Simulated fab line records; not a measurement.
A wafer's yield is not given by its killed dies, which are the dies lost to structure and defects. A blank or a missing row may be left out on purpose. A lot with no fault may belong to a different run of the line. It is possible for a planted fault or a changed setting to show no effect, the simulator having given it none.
The same fault as seen by 2 desks | flow sky130 | every desk sees just its own numbers, and what lay behind them comes last

AT THE METROLOGY DESK
Means of the sampled wafers that have a number, per lot and without regard to the tool the lot ran on: this is what the gauges read. A lot is out of limits, marked OUT, if its mean lies more than 4 standard deviations from the usual mean; the brackets give that distance.
Columns: A = cdNm at SKY_POLY_CUT_CD_MEAS_08, usual 270.2 nm; B = cdNm at SKY_LI_CONTACT_CD_MEAS_12, usual 170.3 nm
lot  | first seen here | A     | B
L281 | day 24 12:48    | 270.7 | 166.5
L282 | day 25 12:24    | 270.3 | 171.2
L284 | day 25 21:37    | 270.0 | 172.4
L288 | day 27 05:06    | 269.7 | 173.3
L289 | day 27 07:44    | 270.7 | 171.6
L291 | day 27 22:41    | 269.6 | 170.2
L292 | day 28 10:57    | 269.5 | 171.2
L293 | day 28 15:02    | 270.6 | 168.6
L296 | day 29 12:23    | 270.4 | 167.4
L299 | day 30 15:07    | 269.9 | 170.3
L301 | day 30 22:25    | 270.7 | 171.7
L302 | day 31 10:01    | 267.9 | 169.1
Finding of this desk: none of the 12 lots has anything out of limits.

THE TOOL OWNER'S DESK: rtpAnneal-02
The tool's own readings at SKY_SD_N_RTA_14 (time 2 s): means of the sampled wafers that have a number, for each lot that ran on this tool. A lot is out of limits, marked OUT, if its mean lies more than 4 standard deviations from the usual mean; the brackets give that distance.
Columns: A = annealTempCMax at SKY_SD_N_RTA_14, usual 1078.7; B = lampPowerPct at SKY_SD_N_RTA_14, usual 15.73 %; C = rampUpCPerS at SKY_SD_N_RTA_14, usual 150.00; D = wafer_temp_C_max at SKY_SD_N_RTA_14, usual 1078.0
lot  | first seen here | A      | B     | C                       | D
L281 | day 28 04:15    | 1078.2 | 15.73 | 149.99                  | 1077.8
L282 | day 29 03:59    | 1078.8 | 15.73 | 150.02                  | 1078.0
L284 | day 29 12:23    | 1079.4 | 15.74 | 150.03                  | 1078.1
L289 | day 30 21:26    | 1078.1 | 15.75 | 149.99                  | 1078.1
L291 | day 31 11:38    | 1078.6 | 15.72 | 150.00                  | 1079.2
L293 | day 32 03:00    | 1078.2 | 15.74 | 150.01                  | 1078.0
L299 | day 33 23:44    | 1078.4 | 15.69 | 44.99 (-99 or more) OUT | 1079.1
L301 | day 34 08:43    | 1078.2 | 15.70 | 44.98 (-99 or more) OUT | 1077.1
This desk's finding: out of limits on L299, L301; first on L299, day 33 23:44 (rampUpCPerS at SKY_SD_N_RTA_14). Within limits: L281, L282, L284, L289, L291, L293.

TAKEN TOGETHER
The tool owner's desk had the chance to raise an alarm at day 33 23:44 on L299, L301.
Metrology desk: nothing out of limits seen.
The metrology desk has L299, L301 on record, within its limits.
All the named lots went through SKY_SD_N_RTA_14 on rtpAnneal-02.

WHAT THE SIMULATOR HAD INSERTED
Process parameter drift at SKY_SD_N_RTA_14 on rtpAnneal-02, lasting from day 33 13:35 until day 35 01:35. A move of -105 in setting rampUpCPerS, from 150. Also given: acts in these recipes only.
Lots struck among those shown: L299, L301.
Each desk's first reading out of limits, in hours after the fault started: the tool owner's desk, 10.
